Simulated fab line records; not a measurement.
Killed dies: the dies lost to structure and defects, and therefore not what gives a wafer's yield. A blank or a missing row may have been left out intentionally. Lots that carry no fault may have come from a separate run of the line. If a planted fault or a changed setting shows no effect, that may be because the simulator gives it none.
Which tool did it? + flow gf180mcu + 13 lots (37 wafers sampled), 1 step of a 602-step route

## WHAT EACH GAUGE READ, for each wafer
GF_DUAL_GATE_THK_MEAS_03. Usual: DUAL_GATE_OXIDATION_00_THK gives 10.98 nm (standard deviation 0.25).
| lot  | measured     | on            | DUAL_GATE_OXIDATION_00_THK (nm) | flag |
|------|--------------|---------------|---------------------------------|------|
| L814 | day 7 21:09  | film-metro-03 | 10.91 11.16 11.11               |      |
| L815 | day 8 00:47  | film-metro-04 | 10.34 10.52 10.49               |      |
| L817 | day 8 18:17  | film-metro-04 | 10.85 10.58                     |      |
| L822 | day 9 22:40  | film-metro-03 | 11.17 11.02                     |      |
| L828 | day 11 12:58 | film-metro-01 | 11.15 11.08 11.18               |      |
| L829 | day 11 19:22 | film-metro-04 | 11.28 11.45 11.36               |      |
| L830 | day 12 03:58 | film-metro-03 | 11.20 11.36 11.41               |      |
| L831 | day 12 10:31 | film-metro-03 | 11.17 10.91 11.01               |      |
| L833 | day 12 20:26 | film-metro-01 | 11.03 11.21 11.06               |      |
| L834 | day 13 04:58 | film-metro-01 | 11.08 11.11 10.97               |      |
| L835 | day 13 14:13 | film-metro-03 | 11.18 10.85 10.86               |      |
| L836 | day 13 17:49 | film-metro-04 | 10.66 10.57 10.61               |      |
| L837 | day 14 01:32 | film-metro-04 | 11.51 11.36 11.48               |      |

## EACH LOT AND THE TOOL THAT RAN IT (in order: tool; ch and the chambers of the sampled wafers; start)
Record: no process step prior to these readings.

## WHAT THE TOOLS THEMSELVES READ (means of the sampled wafers that have a number; where no wafer has one, the mark that the record gives instead)
The record holds no such reading with a usual standard deviation.

## THE ANSWER, worked out from the rows above alone
Rule: take the mean of a lot's wafers that have a number; if it is more than 3 standard deviations from the usual mean, the lot is off. Also off: a lot with no number at a reading for which 4 or more lots have one. Where the step has rows for the other lots, those lots are counted as sound. Order of review: gauges by route order, followed by the tools' own readings, for which a lot's mean as printed above is used. The first step at which some lot is off is used, and at that step the reading that is off furthest; a lot without a number counts as furthest.
No lot is off on any of the readings shown, so nothing can be concluded from this.

## WHAT THE SIMULATOR HAD INSERTED
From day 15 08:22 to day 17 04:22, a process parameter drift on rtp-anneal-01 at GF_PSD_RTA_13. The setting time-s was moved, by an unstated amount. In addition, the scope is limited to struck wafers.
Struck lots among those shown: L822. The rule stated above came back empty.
